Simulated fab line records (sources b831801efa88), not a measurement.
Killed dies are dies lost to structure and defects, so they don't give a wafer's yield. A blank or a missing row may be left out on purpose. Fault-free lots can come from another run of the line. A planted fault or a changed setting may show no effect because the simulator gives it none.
Split-lot experiment ; flow sfq_line ; route with 325 steps; 5 lots, 27 wafers read

== SPLIT DETAILS ==
At SFQ_TRILAYER_M1_ETCH_METAL_ETCH_042 (etches Nb in Cl2/Ar, stops on SiO2, target depth 240 nm, time 120 s), the setting time_s was moved away from the recipe's 120 s on 6 of the 27 wafers read, by -53.6% to -48.1%. All remaining wafers had this setting at the recipe value.

The reading comes from the split's own step.

== THE READING ==
oes_product_au, in a.u., at SFQ_TRILAYER_M1_ETCH_METAL_ETCH_042 (etches Nb in Cl2/Ar, stops on SiO2, target depth 240 nm, time 120 s). On this fab line, fault-free wafers typically give 0.905 a.u. with a standard deviation of 0.0067 a.u.

wafer;tool, chamber at the split;time_s as run, s;against the recipe;oes_product_au, a.u.;against lot-mates on the recipe
L077.1;rie_metal-03, 1;120;recipe;0.911;-
L077.2;rie_metal-03, 0;120;recipe;0.913;-
L077.3;rie_metal-03, 0;120;recipe;0.911;-
L077.4;rie_metal-03, 1;55.65;-53.6%;0.987;+0.075
L077.5;rie_metal-03, 0;55.65;-53.6%;1.009;+0.097
L077.6;rie_metal-03, 1;55.65;-53.6%;0.998;+0.086
L078.1;rie_metal-01, 0;120;recipe;0.907;-
L078.2;rie_metal-01, 0;120;recipe;0.902;-
L078.6;rie_metal-01, 0;120;recipe;0.904;-
L079.1;rie_metal-04, 1;120;recipe;0.896;-
L079.2;rie_metal-04, 0;120;recipe;0.901;-
L079.3;rie_metal-04, 1;120;recipe;0.900;-
L079.4;rie_metal-04, 0;120;recipe;0.903;-
L079.5;rie_metal-04, 0;120;recipe;0.905;-
L079.6;rie_metal-04, 1;120;recipe;0.898;-
L083.1;rie_metal-03, 1;120;recipe;0.896;-
L083.2;rie_metal-03, 0;120;recipe;0.904;-
L083.3;rie_metal-03, 1;120;recipe;0.916;-
L083.4;rie_metal-03, 0;120;recipe;0.915;-
L083.5;rie_metal-03, 0;120;recipe;0.915;-
L083.6;rie_metal-03, 1;120;recipe;0.909;-
L085.1;rie_metal-04, 0;62.27;-48.1%;0.995;+0.096
L085.2;rie_metal-04, 1;120;recipe;0.900;-
L085.3;rie_metal-04, 1;62.27;-48.1%;0.991;+0.092
L085.4;rie_metal-04, 0;120;recipe;0.906;-
L085.5;rie_metal-04, 0;120;recipe;0.890;-
L085.6;rie_metal-04, 1;62.27;-48.1%;0.992;+0.093

FIT RESULTS
A straight line over all 27 wafers: oes_product_au changes by -0.00178 a.u. for each +1% of time_s; r = -0.98; the points scatter about the line by 0.0071 a.u.
The same after taking each lot's own level away (the mean of its wafers on the recipe; 27 wafers): -0.00176 a.u. for each +1%; r = -0.98; scatter 0.007 a.u.
That fit puts the effect of the largest move of time_s on the reading at 0.094 a.u.
The span of the lots' own levels, 0.8987 to 0.9117 a.u., comes to 1.9 times the standard deviation stated above.
The two slopes are in agreement: the lot-to-lot level therefore moves the slope only a little.
Check: for one of the wafers moved furthest among these (-53.6%), held out of the fit, the line's prediction against its lot-mates is +0.0989 a.u. It came out at +0.0753 a.u. against them.
Tool readings at the split's step, against how far the setting was moved: oes_product_au r = -0.98.

== THESE WAFERS: OTHER SPLITS ==
Note: prior to the reading, these wafers also went through further splits. Each is held against what the fit with the lots' levels taken away leaves over:
other split on the same wafers;wafers away from the commonest value;r with oes_product_au (lot level and that fit taken away)
SFQ_TRILAYER_L0_BARC_OPEN_METAL_ETCH_010 time_s;9;-0.20
SFQ_TRILAYER_M0_ETCH_METAL_ETCH_024 time_s;6;+0.11

== THE WHOLE CHAIN: every reading that the file lists as answering this split, in the file's order ==
step;what it does;reading;change (the file's fit);r (the file's)
SFQ_TRILAYER_M1_ETCH_METAL_ETCH_042;etches Nb in Cl2/Ar, stops on SiO2, target depth 240 nm, time 120 s;oes_product_au;-0.00177 a.u. for each +1% of the setting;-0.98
SFQ_TRILAYER_M1_ETCH_METAL_ETCH_042;etches Nb in Cl2/Ar, stops on SiO2, target depth 240 nm, time 120 s;M1.feature_depth_nm (the simulator's own value, which no gauge read);+1.71 nm for each +1% of the setting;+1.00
SFQ_TRILAYER_M1_ETCH_METAL_ETCH_042;etches Nb in Cl2/Ar, stops on SiO2, target depth 240 nm, time 120 s;etch.depth_nm (the simulator's own value, which no gauge read);+1.74 nm for each +1% of the setting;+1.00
SFQ_TRILAYER_M1_ETCH_METAL_ETCH_042;etches Nb in Cl2/Ar, stops on SiO2, target depth 240 nm, time 120 s;KrF_of_TRILAYER_M1_LITHO_COAT_039.thk_nm (the simulator's own value, which no gauge read);-1.41 nm for each +1% of the setting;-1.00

== FILE'S OWN FIT ==
oes_product_au changes by -0.00177 a.u. for each +1% of time_s, r = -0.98.
